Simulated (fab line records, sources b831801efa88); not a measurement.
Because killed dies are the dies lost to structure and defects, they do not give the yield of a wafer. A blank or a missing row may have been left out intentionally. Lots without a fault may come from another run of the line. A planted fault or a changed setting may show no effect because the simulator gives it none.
Comparing a struck lot with a sound one ; flow sky130 ; 24 steps out of a route of 708
Sound: the wafers L332.1, L332.2, L332.3. Wafers L340.2, L340.4, L340.6 were the ones struck. The cause is given at the end.
Order at every step that has rows: each side's tool, ch and its chambers, its first start. Under that, the readings that differ: sound wafers ; struck wafers ; difference of the means ; sigmas: that difference in standard deviations of wafers without a fault.
alike: readings whose means differ by less than 2 such deviations, and words and numbers that are the same on both sides. not compared: withheld readings, readings that some wafer has no value for, bounds like >300 that may hide the same value, and numbers for which the record gives no deviation and whose values overlap.
Wherever a step has rows on one side only, a row that says differs or no value, or a row with sigmas, the two part there. When numbers do not overlap yet have no deviation, they are printed without sigmas and do not part them. Lack of a reading on every wafer of one side parts them only where that side has two or more wafers.

first, 6 steps without rows for these wafers: SKY_PWDE_HMDS_01 (prime time 60 s); SKY_PWDE_COAT_02 (resist thk 2957 nm); SKY_PWDE_SOFTBAKE_03; SKY_PWDE_EXPOSE_04 (exposes mask PWDEM, target cd 840 nm); SKY_PWDE_PEB_05; SKY_PWDE_DEVELOP_06 (develop time 60 s).
SKY_PWDE_OVL_MEAS_07:
  sound on overlay-01, day 6 03:36; struck on overlay-01, day 8 04:47
  alike: PWDE_OVL
following that, these wafers have no rows for 1 step: SKY_PWDE_IMPLANT_08.
SKY_PWDE_STRIP_09: strips in O2/N2.
  sound on plasma asher-04 ch 0,1, day 6 03:47; struck on plasma asher-01 ch 1, day 8 04:58
  alike: chamber pressure mTorr, drypump motor current A, oes product au, strip time to endpoint s
  not compared: rf hours counter h
SKY_PWDE_TW_MEAS_10:
  sound on film metro-04, day 6 03:53; struck on film metro-03, day 8 05:06
  alike: PWDE_TW
then, 2 steps without rows for these wafers: SKY_NWELL_DEHYDRATE_03 (time 60 s); SKY_NWELL_HMDS_04 (prime time 60 s).
SKY_NWELL_COAT_05: resist thk 3000 nm.
  sound on litho track-02 ch 0, day 6 12:41; struck on litho track-02 ch 0, day 8 15:25
reading;sound;struck;difference;sigmas
model.coat_of_NWELL_COAT_05.thk nm (nm);3002 3003 3002;1086 1087 1085;-1916;
then, 3 steps without rows for these wafers: SKY_NWELL_SOFTBAKE_06; SKY_NWELL_EXPOSE_07 (exposes mask NWM, target cd 840 nm); SKY_NWELL_PEB_08.
SKY_NWELL_DEVELOP_09: develop time 60 s.
  sound on litho track-04 ch 0; struck on litho track-01 ch 0
reading;sound;struck;difference;sigmas
model.coat_of_NWELL_COAT_05.thk nm (nm);2998 2999 2998;1082 1083 1081;-1916;
SKY_NWELL_OVL_MEAS_10:
  sound on overlay-02, day 6 22:21; struck on overlay-02, day 9 01:53
reading;sound;struck;difference;sigmas
NWELL_00_OVL (nm);0.4 0.1 1.1;-1.8 -3.6 -2.4;-3.1;-2
then, 3 steps without rows for these wafers: SKY_NWELL_IMPLANT_11; SKY_NWELL_IMPLANT_12; SKY_NWELL_IMPLANT_13.
SKY_NWELL_STRIP_14: strips in O2/N2.
  sound on plasma asher-02 ch 0,1, day 6 22:50; struck on plasma asher-04 ch 0,1, day 9 02:22
reading;sound;struck;difference;sigmas
oes product au (a.u.);0.724 0.720 0.727;0.713 0.710 0.720;-0.009;-2
strip time to endpoint s (s);36.94 36.95 36.94;14.49 14.49 14.46;-22.46;-99 or more
  alike: chamber pressure mTorr, drypump motor current A
  not compared: rf hours counter h
SKY_NWELL_TW_MEAS_15:
  sound on film metro-02, day 6 22:56; struck on film metro-04, day 9 02:28
  alike: NWELL_TW
-- the record jumps here: 41 days lie between the struck wafers' starts before and after (it left off in module NWELL and takes up again in module PAD_OPEN, whose first step shown is number 708 of the route) --
SKY_PAD_OPEN_PROBE_99:
  sound on prober-01, day 48 04:34; struck on prober-01, day 50 03:22
reading;sound;struck;difference;sigmas
model.etest.pfet_16v.r on ohm um;1.5e+04 1.514e+04 1.556e+04;1.59e+04 1.643e+04 1.646e+04;+1.03e+03;
model.etest.nfet_16v.r on ohm um;1.423e+04 1.409e+04 1.402e+04;1.333e+04 1.336e+04 1.331e+04;-7.800e+02;
model.etest.res nwell.line ohm um;1136 1128 1144;884.1 900.4 918;-235.2;
model.etest.res nwell.width nm (nm);836.5 843 842.6;1015 1015 1012;+173;
model.etest.res iso pwell.width nm (nm);2651 2646 2632;2558 2555 2554;-87;
model.etest.pfet_16v.drive ua um;248.8 250 249.7;224.3 218.4 220.5;-28.4;
model.etest.nfet_16v.drive ua um;219.7 221.3 219.1;227.2 230 230.6;+9.2;
model.etest.iso nwell nwell.leak log10 a um;-13.4 -13.3 -13.55;-11.48 -11.86 -11.67;+1.75;
  alike: killed_at_M0_to_M3, killed_at_M4_up, killed at contacts, killed at front end, killed at other, killed dies, killed open, killed short

## WHERE THEY PART
Earliest at SKY_NWELL_OVL_MEAS_10; latest, in this record, at SKY_NWELL_STRIP_14. Later steps at which nothing parts them and some readings are alike: SKY_NWELL_TW_MEAS_15, SKY_PAD_OPEN_PROBE_99.

WHY: whatever the simulator had introduced
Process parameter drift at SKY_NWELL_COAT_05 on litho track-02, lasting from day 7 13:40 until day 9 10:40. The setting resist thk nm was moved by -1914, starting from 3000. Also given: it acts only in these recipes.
